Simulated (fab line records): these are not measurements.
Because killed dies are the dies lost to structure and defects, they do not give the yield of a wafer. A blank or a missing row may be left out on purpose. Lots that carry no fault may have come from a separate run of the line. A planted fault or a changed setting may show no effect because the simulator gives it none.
Which tool is to blame? + flow sky130 + 36 wafers from 12 lots sampled at 6 of the route's 708 steps

## WHAT THE GAUGES READ, wafer by wafer
SKY_FIELD_ISO_THK_MEAS_23.
| lot  | measured    | on            | FIELD_ISO_OXIDATION_01_THK (nm) |
|------|-------------|---------------|---------------------------------|
| L774 | day 2 07:47 | film metro-03 | 9.62 9.50 9.66                  |
| L775 | day 2 13:49 | film metro-03 | 10.04 9.79 10.03                |
| L776 | day 2 17:29 | film metro-04 | 9.76 9.64 9.61                  |
| L780 | day 3 14:44 | film metro-01 | 10.08 9.90 10.02                |
| L781 | day 3 19:49 | film metro-01 | 9.93 9.82 9.68                  |
| L782 | day 3 23:37 | film metro-04 | 9.92 9.99 9.83                  |
| L783 | day 4 05:49 | film metro-04 | 9.96 10.04 9.82                 |
| L784 | day 4 12:14 | film metro-01 | 9.77 9.81 9.92                  |
| L785 | day 4 15:50 | film metro-04 | 9.97 9.84 9.91                  |
| L792 | day 6 07:48 | film metro-04 | 9.94 9.99 10.06                 |
| L794 | day 6 16:26 | film metro-03 | 10.19 10.21 10.12               |
| L797 | day 7 06:55 | film metro-01 | 9.76 9.93 9.72                  |

SKY_PWDE_OVL_MEAS_07.
| lot  | measured    | on         | PWDE_OVL (nm)  |
|------|-------------|------------|----------------|
| L774 | day 3 22:16 | overlay-01 | -1.9 -1.4 -1.8 |
| L775 | day 4 02:52 | overlay-02 | 3.6 2.3 3.4    |
| L776 | day 4 06:53 | overlay-01 | -0.2 -0.2 -1.3 |
| L780 | day 5 05:25 | overlay-01 | -1.5 0.5 -0.7  |
| L781 | day 5 10:28 | overlay-01 | -0.5 -1.5 1.6  |
| L782 | day 5 14:31 | overlay-02 | 0.8 0.5 1.4    |
| L783 | day 5 22:13 | overlay-02 | -1.7 -1.1 -0.8 |
| L784 | day 6 06:02 | overlay-02 | -1.7 -0.5 0.1  |
| L785 | day 6 16:01 | overlay-01 | -1.6 -0.2 0.4  |
| L792 | day 8 02:40 | overlay-01 | -0.2 1.0 -1.4  |
| L794 | day 8 14:04 | overlay-02 | 1.5 2.2 1.2    |
| L797 | day 9 09:07 | overlay-02 | -0.2 -1.2 0.1  |

SKY_NWELL_TW_MEAS_15.
| lot  | measured     | on            | NWELL_TW       |
|------|--------------|---------------|----------------|
| L774 | day 4 17:07  | film metro-03 | 1814 1814 1803 |
| L775 | day 4 21:17  | film metro-03 | 1816 1817 1812 |
| L776 | day 5 01:11  | film metro-02 | 1810 1819 1809 |
| L780 | day 6 00:13  | film metro-03 | 1823 1821 1812 |
| L781 | day 6 05:58  | film metro-01 | 1830 1839 1831 |
| L782 | day 6 09:22  | film metro-03 | 1829 1819 1824 |
| L783 | day 6 17:43  | film metro-01 | 1829 1836 1843 |
| L784 | day 7 02:22  | film metro-03 | 1797 1800 1799 |
| L785 | day 7 11:50  | film metro-01 | 1842 1830 1838 |
| L792 | day 9 00:20  | film metro-03 | 1561 1556 1546 |
| L794 | day 9 12:15  | film metro-02 | 1567 1563 1566 |
| L797 | day 10 08:35 | film metro-02 | 1825 1837 1839 |

SKY_NWELL_RS_MEAS_29: the measuring method here is four-point-probe.
| lot  | measured     | on            | NWELL_RS (ohm/sq) |
|------|--------------|---------------|-------------------|
| L774 | day 5 10:01  | film metro-01 | 626.0 623.7 625.0 |
| L775 | day 5 14:54  | film metro-02 | 625.7 625.6 624.3 |
| L776 | day 5 19:08  | film metro-01 | 621.3 622.7 622.0 |
| L780 | day 6 19:31  | film metro-01 | 622.8 624.5 623.3 |
| L781 | day 7 01:47  | film metro-02 | 624.5 625.8 626.4 |
| L782 | day 7 04:06  | film metro-01 | 623.1 623.3 624.4 |
| L783 | day 7 13:11  | film metro-02 | 624.7 627.1 626.0 |
| L784 | day 7 21:32  | film metro-02 | 625.3 625.7 625.4 |
| L785 | day 8 08:50  | film metro-01 | 622.0 623.4 623.4 |
| L792 | day 9 22:01  | film metro-03 | 823.2 821.4 821.4 |
| L794 | day 10 10:43 | film metro-01 | 819.5 818.4 816.6 |
| L797 | day 11 08:18 | film metro-02 | 623.4 625.4 625.0 |

## WHAT TOOL EACH LOT RAN ON (gives the tool, then ch and the chambers of the sampled wafers, and finally the start)
| lot  | SKY_NWELL_IMPLANT_11            | SKY_NWELL_RTA_28                 |
|------|---------------------------------|----------------------------------|
| L774 | implanter-03 ch 0, day 4 16:34  | rtp anneal-02 ch 0, day 5 09:55  |
| L775 | implanter-03 ch 0, day 4 20:45  | rtp anneal-02 ch 0, day 5 14:48  |
| L776 | implanter-03 ch 0, day 5 00:40  | rtp anneal-01 ch 0, day 5 19:02  |
| L780 | implanter-04 ch 0, day 5 23:40  | rtp anneal-02 ch 0, day 6 19:25  |
| L781 | implanter-03 ch 0, day 6 05:25  | rtp anneal-02 ch 0, day 7 01:41  |
| L782 | implanter-03 ch 0, day 6 08:49  | rtp anneal-01 ch 0, day 7 04:00  |
| L783 | implanter-03 ch 0, day 6 17:10  | rtp anneal-02 ch 0, day 7 13:05  |
| L784 | implanter-04 ch 0, day 7 01:52  | rtp anneal-02 ch 0, day 7 21:26  |
| L785 | implanter-03 ch 0, day 7 11:19  | rtp anneal-02 ch 0, day 8 08:40  |
| L792 | implanter-03 ch 0, day 8 23:47  | rtp anneal-02 ch 0, day 9 21:55  |
| L794 | implanter-03 ch 0, day 9 11:43  | rtp anneal-02 ch 0, day 10 10:37 |
| L797 | implanter-04 ch 0, day 10 08:02 | rtp anneal-02 ch 0, day 11 08:12 |
- SKY_NWELL_IMPLANT_11
- SKY_NWELL_RTA_28: time 30 s.

## AS READ BY THE TOOLS THEMSELVES (means over the sampled wafers that have a number; for cases with no such wafer, the mark the record gives instead)
SKY_NWELL_IMPLANT_11.
| lot  | tool         | dose ions cm2 | end station pressure torr (Torr) | faraday current uA |
|------|--------------|---------------|----------------------------------|--------------------|
| L774 | implanter-03 | 1.9000e+13    | 5.14e-06                         | 106.8              |
| L775 | implanter-03 | 1.8993e+13    | 4.96e-06                         | 106.9              |
| L776 | implanter-03 | 1.8970e+13    | 5.12e-06                         | 107.4              |
| L780 | implanter-04 | 1.8971e+13    | 5.16e-06                         | 107.7              |
| L781 | implanter-03 | 1.9035e+13    | 4.64e-06                         | 106.3              |
| L782 | implanter-03 | 1.9030e+13    | 4.96e-06                         | 105.8              |
| L783 | implanter-03 | 1.8960e+13    | 4.92e-06                         | 107.3              |
| L784 | implanter-04 | 1.8991e+13    | 5.21e-06                         | 106.7              |
| L785 | implanter-03 | 1.8981e+13    | 5.16e-06                         | 107.9              |
| L792 | implanter-03 | 1.1365e+13    | 5.03e-06                         | 62.4               |
| L794 | implanter-03 | 1.1362e+13    | 4.82e-06                         | 64.6               |
| L797 | implanter-04 | 1.8993e+13    | 5.14e-06                         | 106.1              |

SKY_NWELL_RTA_28.
| lot  | tool          | lamp power pct (%) | ramp down c per s | wafer_temp_C_max |
|------|---------------|--------------------|-------------------|------------------|
| L774 | rtp anneal-02 | 25.31              | 90.002            | 1054.7           |
| L775 | rtp anneal-02 | 25.27              | 89.993            | 1055.7           |
| L776 | rtp anneal-01 | 25.28              | 89.987            | 1054.1           |
| L780 | rtp anneal-02 | 25.25              | 89.989            | 1054.8           |
| L781 | rtp anneal-02 | 25.35              | 90.000            | 1055.5           |
| L782 | rtp anneal-01 | 25.34              | 90.015            | 1055.9           |
| L783 | rtp anneal-02 | 25.34              | 90.011            | 1054.8           |
| L784 | rtp anneal-02 | 25.34              | 89.994            | 1055.9           |
| L785 | rtp anneal-02 | 25.28              | 89.983            | 1055.2           |
| L792 | rtp anneal-02 | 25.34              | 89.996            | 1055.0           |
| L794 | rtp anneal-02 | 25.25              | 90.008            | 1055.8           |
| L797 | rtp anneal-02 | 25.31              | 90.006            | 1054.6           |

## THE ANSWER, worked out from the rows above alone
Rule: what is usual is taken from the lots themselves. The widest of any qualifying gaps counts: lots, ordered by their means at a reading, are off when they make up no more than a third of the lots, leave a main group of 4 or more, and stand apart from it by 3 or more times the standard deviation of that group's means. The tables above print the reading to a certain number of digits; a main group whose means all agree to those digits is not used. A lot without any number at a reading at which 4 lots or more have one is off too. The other lots that the step has rows for count as sound. Order of review: gauges by route order, followed by the tools' own readings, for which a lot's mean as printed above is used. At the first step where some lot is off, the reading lying furthest off is the one used; lots without a number count as furthest.
Off: L792, L794, at SKY_NWELL_TW_MEAS_15 (NWELL_TW). Main group: mean 1822, sd 12.
If a tool, at a process step before that reading, ran all the lots that are off and no sound lot after the first of them, it fits. Not tried: the gauges at SKY_NWELL_TW_MEAS_15; whatever is off there is also off at SKY_NWELL_IMPLANT_11, on other tools, and gauge error can't account for it. One fits: SKY_NWELL_IMPLANT_11 on implanter-03. A fault onset in the window from L785 (day 7 11:19, its last sound lot) to L792 (day 8 23:47, its first lot off) fits.
The tool's own readings at SKY_NWELL_IMPLANT_11 bear it out: on the lots that are off they differ by more than 5 times the standard deviation of the sound lots' means. dose ions cm2 reads 1.1364e+13 there against 1.8992e+13 on the sound lots; faraday current uA reads 63.5 there against 106.9 on the sound lots.

## WHAT THE SIMULATOR PUT IN
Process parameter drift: implanter-03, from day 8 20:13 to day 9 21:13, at SKY_NWELL_IMPLANT_11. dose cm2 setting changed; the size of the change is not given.
Struck lots among those shown: L792, L794. The same result came from the rule above.
